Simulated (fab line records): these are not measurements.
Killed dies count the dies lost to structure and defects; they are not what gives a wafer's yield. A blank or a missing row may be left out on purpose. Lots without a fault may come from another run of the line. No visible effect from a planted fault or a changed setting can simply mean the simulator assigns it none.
Which of the tools did it?	flow sky130	6 lots, 18 wafers sampled, at 4 steps of a route of 708

## WHAT EACH GAUGE READ, for each wafer
SKY_CONTACT_RS_MEAS_25: the measuring method here is four-point-probe.
lot	measured	on	CONTACT_W_RS (ohm/sq)
L321	day 32 00:19	film-metro-03	0.337 0.340 0.344
L326	day 33 06:41	film-metro-04	0.344 0.347 0.342
L328	day 34 03:32	film-metro-03	0.338 0.338 0.332
L336	day 36 15:52	film-metro-04	0.336 0.332 0.338
L338	day 37 03:02	film-metro-04	0.341 0.335 0.338
L342	day 38 09:35	film-metro-03	0.335 0.334 0.331

## WHAT TOOL EACH LOT RAN ON (gives the tool, then ch and the chambers of the sampled wafers, and finally the start)
lot	SKY_FIELD_ISO_WET_ETCH_30	SKY_SD_N_RTA_14	SKY_CONTACT_ETCH_16
L321	wet-bench-01 ch 2, day 2 17:11	rtp-anneal-02 ch 0, day 28 07:20	rie-diel-01 ch 0,1,3, day 31 23:25
L326	wet-bench-02 ch 3, day 3 19:02	rtp-anneal-01 ch 0, day 29 16:04	rie-diel-01 ch 0,1,2, day 33 05:47
L328	wet-bench-03 ch 0, day 4 04:40	rtp-anneal-01 ch 0, day 30 13:54	rie-diel-03 ch 0,1,2, day 34 02:35
L336	wet-bench-02 ch 2, day 6 01:26	rtp-anneal-01 ch 0, day 33 04:07	rie-diel-03 ch 0,3, day 36 14:53
L338	wet-bench-01 ch 0, day 6 12:41	rtp-anneal-01 ch 0, day 33 16:37	rie-diel-02 ch 0,1,2, day 37 02:08
L342	wet-bench-01 ch 3, day 7 05:52	rtp-anneal-01 ch 0, day 34 22:47	rie-diel-02 ch 0,3, day 38 08:40
- SKY_FIELD_ISO_WET_ETCH_30: etches SiO2 in dHF, target depth 25 nm, time 50 s.
- SKY_SD_N_RTA_14: time 2 s.
- SKY_CONTACT_ETCH_16: etches BARC in N2/H2, stops on SiO2, time 45.9 s, target depth 60 nm.

## THE ANSWER, worked out from the rows above alone
Rule: usual is defined by the lots themselves. The widest of any qualifying gaps counts: lots, ordered by their means at a reading, are off when they make up no more than a third of the lots, leave a main group of 4 or more, and stand apart from it by 3 or more times the standard deviation of that group's means. If all means in a main group match to the digits the tables above print for the reading, that group is not used. A lot without any number at a reading at which 4 lots or more have one is off too. Where the step has rows for the other lots, those lots are counted as sound.
Across all readings shown, no lot is off: no conclusion can be drawn from this.

## WHAT THE SIMULATOR HAD PUT IN
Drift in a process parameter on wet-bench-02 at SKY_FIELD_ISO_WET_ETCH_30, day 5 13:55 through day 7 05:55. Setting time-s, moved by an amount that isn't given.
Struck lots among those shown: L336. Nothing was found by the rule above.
